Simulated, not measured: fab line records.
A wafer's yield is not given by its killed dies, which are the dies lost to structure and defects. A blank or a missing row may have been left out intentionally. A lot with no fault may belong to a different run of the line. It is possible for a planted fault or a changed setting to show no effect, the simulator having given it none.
fab line records | flow sfqLine
record: lots: 14 wafers: 42 lastDay: 83
route steps=325 shown I4@164
lots that met no fault: taken from a fault-free run of the same line
startH: hours from the record's opening day to when the first of the lot's shown wafers began | waitH: hours elapsed since this lot's preceding step | " the same as in the row above | L1.1+2: a single row standing in for several wafers | - either no value or no given start | * or withheld: withheld | < > ~ a bound
route shown NAME@n: NAME is a module with steps in the file, n the number in the route of the first one | usual: mean/standard deviation taken from wafers without a fault | same: alike in all rows | chamber/n: place in a boat | sites: per-site readings | _std_site: the standard deviation of these | _edge_site: outer sites' mean less inner sites' | radiusMm: for every site, how far away it sits from the centre of the wafer | mask NAME#n: copy n | behind: tool/chamber where the wafer was last shaped | hold: what put the lot on hold/how long, in hours/how the hold closed | device: the transistor (n, p or np) that didn't switch | end of line: tests run on the same wafers once the route is complete | for a step that has no rows: nothing shown but its recipe | killed: not the wafer's yield, but the dies lost to structure and defects at the first sort | map: dies across one wafer; x = killed, . = not, _ = none there
set.NAME: the setting that was run; set.NAME@STEP: the one run at that earlier step | model.NAME: the simulator's own value behind a step, which no gauge read
the route's steps for a sample of lots (tables are steps, rows are wafers)
services: the hour from which a tool's chamber was out of use, counted from the record's first day as startH (under 0 if before that day), plus the number of hours and why
== steps ==
step: SFQ_TRILAYER_I4_CMP_CMP_100
recipe: material: SiO2 downForcePsi: 3 platenRpm: 60 padVelocityMS: 0.94248
usual: motorCurrentA: 9.5/0.87 slurryFlowMlMin: 150.0/0.47 timeToEndpointS: 214/9
columns lot.wafer tool chamber startH waitH motorCurrentA slurryFlowMlMin timeToEndpointS
L293.1 cmp-02 2 1158.61 0.5 8.4 149.8 202
L293.5 " 1 1160.11 2.0 9.9 149.8 208
L293.6 " 2 " " 8.3 149.4 211
L294.3 cmp-01 2 1159.47 0.5 9.9 150.5 204
L294.2 " 0 1160.47 1.5 9.1 149.8 208
L294.6 " 1 " " 8.4 149.8 220
L295.3 cmp-01 1 1162.12 0.0 8.9 149.7 206
L295.5 " 1 1164.12 2.0 8.6 149.7 203
L295.6 " 2 " " 9.6 150.5 202
L296.2 cmp-01 1 1205.31 0.0 8.3 149.6 217
L296.1 " 0 1206.81 1.5 9.7 149.9 220
L296.5 " 1 " " 8.6 149.6 217
L297.2 cmp-02 0 1213.15 1.8 9.1 149.0 215
L297.1 " 2 1214.15 2.8 8.4 150.4 218
L297.6 " 1 1215.65 4.3 9.9 149.5 230
L299.4 cmp-01 0 1229.85 0.5 9.5 150.7 212
L299.1 " 2 1230.85 1.5 9.6 149.8 216
L299.5 " 0 1231.85 2.5 9.3 149.3 221
L300.2 cmp-01 1 1242.40 2.3 8.4 151.0 210
L300.5 " 1 1244.40 4.2 9.0 150.3 212
L300.6 " 2 " " 9.6 150.1 200
L302.2 cmp-02 0 1251.72 0.5 8.9 148.8 215
L302.5 " 3 1253.22 2.0 9.7 149.4 195
L302.6 " 0 " " 8.2 149.7 225
L303.3 cmp-02 0 1258.42 0.0 8.8 150.3 215
L303.1 " 3 1259.92 1.5 10.0 150.7 207
L303.5 " 0 " " 8.7 150.4 226
L304.1 cmp-01 1 1268.92 2.3 8.9 149.7 213
L304.5 " 2 " " 9.8 149.4 212
L304.6 " 3 " " 10.7 150.3 230
L305.2 cmp-02 3 1280.02 6.5 9.3 150.7 237
L305.1 " 1 1281.02 7.5 9.9 150.7 220
L305.5 " 3 1282.02 8.5 9.3 149.7 246
L307.2 cmp-02 0 1301.02 9.5 8.9 150.0 254
L307.3 " 2 1302.02 10.5 8.5 149.9 211
L307.1 " 3 " " 10.3 150.2 206
L308.2 cmp-01 3 1312.92 9.4 11.6 149.7 220
L308.1 " 1 1313.92 10.4 8.1 149.5 195
L308.5 " 3 1314.92 11.3 11.7 149.3 221
L315.3 cmp-01 0 1400.20 34.7 9.5 151.0 202
L315.1 " 1 " " 8.8 149.6 204
L315.5 " 1 1402.70 37.1 9.2 150.0 197
step: SFQ_TRILAYER_I4_METRO_MEASURE_101
usual: thkNm: 199.8/1.2
columns lot.wafer tool chamber startH waitH thkNm
L293.1 filmMetro-04 - 1161.23 0.1 198.4
L293.5 " - " " 200.0
L293.6 " - " " 198.7
L294.2 filmMetro-01 - 1162.29 0.3 199.3
L294.3 " - " " 198.8
L294.6 " - " " 199.6
L295.3 filmMetro-04 - 1165.64 0.5 199.7
L295.5 " - " " 199.5
L295.6 " - " " 199.5
L296.1 filmMetro-04 - 1208.43 0.1 201.5
L296.2 " - " " 199.7
L296.5 " - " " 199.0
L297.1 filmMetro-04 - 1216.27 0.1 200.8
L297.2 " - " " 201.1
L297.6 " - " " 200.9
L299.1 filmMetro-01 - 1232.47 0.1 202.0
L299.4 " - " " 202.1
L299.5 " - " " 201.3
L300.2 filmMetro-03 - 1245.72 0.3 199.9
L300.5 " - " " 199.4
L300.6 " - " " 200.5
L302.2 filmMetro-04 - 1254.54 0.3 202.0
L302.5 " - " " 197.8
L302.6 " - " " 200.3
L303.1 filmMetro-03 - 1261.54 0.1 200.1
L303.3 " - " " 201.0
L303.5 " - " " 201.4
L304.1 filmMetro-01 - 1270.54 0.1 199.3
L304.5 " - " " 197.7
L304.6 " - " " 200.8
L305.1 filmMetro-04 - 1283.14 0.1 200.7
L305.2 " - " " 147.6
L305.5 " - " " 149.0
L307.1 filmMetro-03 - 1304.14 0.1 195.3
L307.2 " - " " 149.5
L307.3 " - " " 198.2
L308.1 filmMetro-04 - 1315.54 0.1 199.7
L308.2 " - " " 202.0
L308.5 " - " " 201.2
L315.1 filmMetro-04 - 1403.32 0.1 198.6
L315.3 " - " " 199.4
L315.5 " - " " 199.2
step: SFQ_TRILAYER_I4_VIA_ETCH_VIA_ETCH_106
recipe: target: SiO2 stopOn: Nb maskMaterial: PR taperDeg: 20 chemistry: CHF3 targetDepthNm: 260 sourceW: 500 biasW: 80 pressureMtorr: 30 timeS: withheld
usual: biasW: 80.02/0.25 drypumpMotorCurrentA: 5.7/0.53 oesProductAu: 0.854/0.0052
columns lot.wafer tool chamber startH waitH biasW drypumpMotorCurrentA oesProductAu
L293.1 rieDiel-03 0 1164.75 0.0 79.63 5.3 0.860
L293.5 " 0 " " 79.57 5.3 0.859
L293.6 " 1 " " 80.32 6.8 0.856
L294.2 rieDiel-02 1 1165.95 0.0 79.77 5.1 0.846
L294.3 " 3 " " 79.86 6.0 0.862
L294.6 " 3 " " 80.32 6.0 0.857
L295.3 rieDiel-04 0 1168.77 0.0 80.09 5.1 0.854
L295.5 " 2 " " 80.01 6.1 0.858
L295.6 " 3 " " 80.01 5.6 0.850
L296.1 rieDiel-04 1 1213.96 0.0 79.87 6.0 0.865
L296.2 " 2 " " 80.17 6.1 0.851
L296.5 " 1 " " 80.10 6.0 0.850
L297.1 rieDiel-02 1 1221.19 0.0 80.58 5.1 0.851
L297.2 " 0 " " 80.15 5.7 0.850
L297.6 " 0 " " 80.06 5.7 0.858
L299.1 rieDiel-02 2 1236.60 0.0 80.54 5.0 0.864
L299.4 " 3 " " 79.96 6.0 0.859
L299.5 " 1 " " 79.67 5.1 0.857
L300.2 rieDiel-03 3 1349.37 0.0 79.92 5.3 0.846
L300.5 " 2 " " 80.04 5.7 0.845
L300.6 " 3 " " 79.96 5.3 0.860
L302.2 rieDiel-04 3 1356.57 0.0 80.38 5.6 0.863
L302.5 " 0 " " 79.95 5.1 0.852
L302.6 " 3 " " 80.13 5.6 0.856
L303.1 rieDiel-03 1 1364.97 0.0 80.11 6.7 0.854
L303.3 " 3 " " 79.82 5.3 0.858
L303.5 " 3 " " 80.14 5.2 0.855
L304.1 rieDiel-03 1 1375.77 0.0 80.30 6.7 0.844
L304.5 " 1 " " 80.22 6.7 0.845
L304.6 " 0 " " 80.16 5.3 0.859
L305.1 rieDiel-03 3 1388.66 0.0 80.09 5.2 0.856
L305.2 " 0 " " 80.43 5.3 0.732
L305.5 " 3 " " 80.11 5.2 0.733
L307.1 rieDiel-04 0 1398.26 0.0 79.86 5.2 0.844
L307.2 " 3 " " 79.89 5.6 0.737
L307.3 " 1 " " 80.23 6.0 0.851
L308.1 rieDiel-03 0 1405.64 0.0 79.86 5.3 0.857
L308.2 " 1 " " 80.43 6.8 0.855
L308.5 " 1 " " 80.00 6.7 0.855
L315.1 rieDiel-03 1 1502.32 0.0 80.17 6.8 0.851
L315.3 " 3 " " 79.99 5.2 0.853
L315.5 " 3 " " 79.51 5.2 0.850
== services ==
columns tool chamber startH hours kind
cmp-02 - 1172.41 0.5 repair
cmp-01 - 1185.82 1.2 repair
rieDiel-03 - 1207.90 0.5 repair
filmMetro-04 - 1215.42 0.7 pm
cmp-02 - 1247.41 0.8 repair
cmp-01 - 1260.42 4.0 pm
filmMetro-04 - 1262.89 0.6 pm
cmp-02 - 1266.13 1.9 repair
cmp-02 - 1271.10 0.8 repair
cmp-01 - 1288.96 1.9 repair
rieDiel-03 2 1293.42 1.2 repair
cmp-01 - 1300.49 0.3 repair
filmMetro-04 - 1325.62 0.6 pm
filmMetro-04 - 1328.60 1.0 pm
cmp-02 - 1338.12 0.6 repair
cmp-02 - 1347.77 7.1 repair
cmp-02 - 1352.29 3.1 repair
rieDiel-03 0 1362.13 3.8 repair
cmp-01 - 1372.42 3.8 pm
rieDiel-03 3 1391.05 6.5 repair
cmp-02 - 1415.22 1.3 repair
cmp-02 - 1428.55 4.0 pm
rieDiel-03 - 1453.16 0.4 repair
filmMetro-04 - 1460.42 0.9 pm
== key ==
firstSign: step: SFQ_TRILAYER_I4_CMP_CMP_100 reading: timeToEndpointS direction: up sigmas: 3.5 usual: * struck: *
effect: step: SFQ_TRILAYER_I4_METRO_MEASURE_101 reading: thkNm direction: down sigmas: 42 usual: 199.8 struck: 148.7
effect: step: SFQ_TRILAYER_I4_VIA_ETCH_VIA_ETCH_106 reading: oesProductAu direction: down sigmas: 23 usual: 0.854 struck: 0.734
metAt SFQ_TRILAYER_I4_CMP_CMP_100
struckLots L305,L307
struckWafers L305.2,L305.5,L307.2
fault: kind: processParameterDrift tool: cmp-02 chamber: - onsetH: 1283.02 steps: SFQ_TRILAYER_I4_CMP_CMP_100 channel: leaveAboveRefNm offset: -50 shape: step endH: 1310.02 scope: struckWafersOnly actsIn: theseRecipesOnly stated: 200
